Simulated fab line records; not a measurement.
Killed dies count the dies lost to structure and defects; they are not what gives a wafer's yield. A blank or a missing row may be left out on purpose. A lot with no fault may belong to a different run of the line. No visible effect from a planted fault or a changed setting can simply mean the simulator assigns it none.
Chamber matching    flow gf180mcu    4 sister chambers for GF_POLY_GATE_ETCH_13 on rie-si-02
The step etches poly-Si in HBr/Cl2, stops on SiO2, target depth 198.5 nm, time 69.6 s. 8 wafers are shown with their chamber, then 10 later ones without.

== WAFERS PAIRED WITH THEIR CHAMBERS ==
wafer   chamber  throttle-valve-pct (%)  oes-product-au (a.u.)
L282.5  1        33.676                  0.984
L284.1  2        33.676                  0.993
L285.1  2        33.686                  0.984
L285.6  1        33.683                  0.990
L296.4  0        33.678                  0.981
L296.5  3        33.679                  0.995
L297.1  0        33.671                  0.991
L297.2  3        33.669                  0.986

== WAFERS WITHOUT THEIR CHAMBER ==
wafer   throttle-valve-pct (%)  oes-product-au (a.u.)
L297.6  33.684                  0.990
L299.4  33.666                  0.985
L299.5  33.680                  0.978
L299.6  33.691                  0.992
L300.3  33.681                  0.988
L300.4  33.679                  0.981
L300.5  33.672                  0.991
L301.1  33.687                  0.982
L301.4  33.678                  0.983
L301.5  33.690                  0.982

== WHICH CHAMBER EACH ONE RAN IN ==
wafer   from the rows above                in truth
L297.6  can't be placed: 2 or 1 or 3 or 0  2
L299.4  can't be placed: 0 or 3 or 1 or 2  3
L299.5  can't be placed: 1 or 0 or 2 or 3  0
L299.6  can't be placed: 2 or 1 or 3 or 0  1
L300.3  can't be placed: 2 or 1 or 0 or 3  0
L300.4  can't be placed: 1 or 0 or 2 or 3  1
L300.5  can't be placed: 3 or 0 or 1 or 2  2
L301.1  can't be placed: 2 or 1 or 0 or 3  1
L301.4  can't be placed: 1 or 0 or 2 or 3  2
L301.5  can't be placed: 2 or 1 or 0 or 3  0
Correct placement for 0 of the 10. Not placeable from these rows: 10 (in 10, the candidates include the true chamber). Placed wrongly: 0.
How it was worked out, from the rows above alone: a wafer's distance from a chamber is the root of the sum, over the readings, of the square of ((its reading less the chamber's mean) divided by the reading's scatter). If the next closest chamber is less than 2 further off than the closest, the wafer can't be placed; otherwise it belongs to the closest. For every chamber, the mean is computed from those of its wafers that are shown. The scatter: the root of (the sum of the squares of (reading less its chamber's mean) over the shown wafers, divided by (wafers less chambers)).
